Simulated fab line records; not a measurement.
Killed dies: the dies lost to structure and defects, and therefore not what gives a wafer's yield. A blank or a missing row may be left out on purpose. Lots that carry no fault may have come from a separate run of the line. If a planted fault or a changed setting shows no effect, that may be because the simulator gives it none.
2 desks, one fault ; flow gf180mcu ; numbers are kept per desk, each desk with only its own; the story behind them comes last

THE METROLOGY DESK
What the gauges read, lot by lot, whatever tool the lot ran on: means of the sampled wafers that have a number. Marked OUT: a lot whose mean sits more than 4 standard deviations from the usual mean, which makes it out of limits; the brackets give that distance.
Columns: A = PASSIVATION_CVD_00_THK at GF_PASSIVATION_THK_MEAS_01, usual 996 nm
lot;first seen here;A
L630;day 28 13:14;996
L632;day 29 03:08;998
L633;day 29 10:44;973
L634;day 29 12:23;977
L637;day 30 11:56;995
L638;day 30 14:24;989
L639;day 30 19:34;988
L641;day 31 10:20;989
L648;day 33 03:22;991
L649;day 33 11:29;1000
L650;day 33 18:34;996
L651;day 33 20:37;987
L652;day 34 00:37;1008
L653;day 34 04:53;985
Result from this desk: across the 14 lots, nothing is out of limits.

DESK OF THE TOOL OWNER: furnace-02
The tool's own readings at GF_POLY_GATE_OXIDATION_16 (stabilise 600 s, purge 300 s, target thk 4 nm): means of the sampled wafers that have a number, for each lot that ran on this tool. Marked OUT: a lot whose mean sits more than 4 standard deviations from the usual mean, which makes it out of limits; the brackets give that distance.
Columns: A = tubeCenterTempC at GF_POLY_GATE_OXIDATION_16, usual 849.99 C; B = zonePowerCentrePct at GF_POLY_GATE_OXIDATION_16, usual 16.8 %
lot;first seen here;A;B
L632;day 10 05:31;849.96;16.6
L633;day 10 16:45;850.02;16.3
L634;day 10 16:45;850.06;16.5
L637;day 11 16:29;849.91;16.4
L638;day 11 16:29;850.00;16.4
L639;day 12 01:31;849.99;16.4
L641;day 12 16:35;849.99;16.6
L649;day 15 04:56;849.93;16.5
L650;day 15 10:16;849.92;16.6
L651;day 15 10:16;850.08;16.5
L653;day 16 02:17;850.00;16.3
Result from this desk: across the 11 lots, nothing is out of limits.

ALL TOGETHER
Nothing out of limits was seen by the metrology desk.
The desk of the tool owner found nothing out of limits.

WHAT HAD BEEN PUT IN BY THE SIMULATOR
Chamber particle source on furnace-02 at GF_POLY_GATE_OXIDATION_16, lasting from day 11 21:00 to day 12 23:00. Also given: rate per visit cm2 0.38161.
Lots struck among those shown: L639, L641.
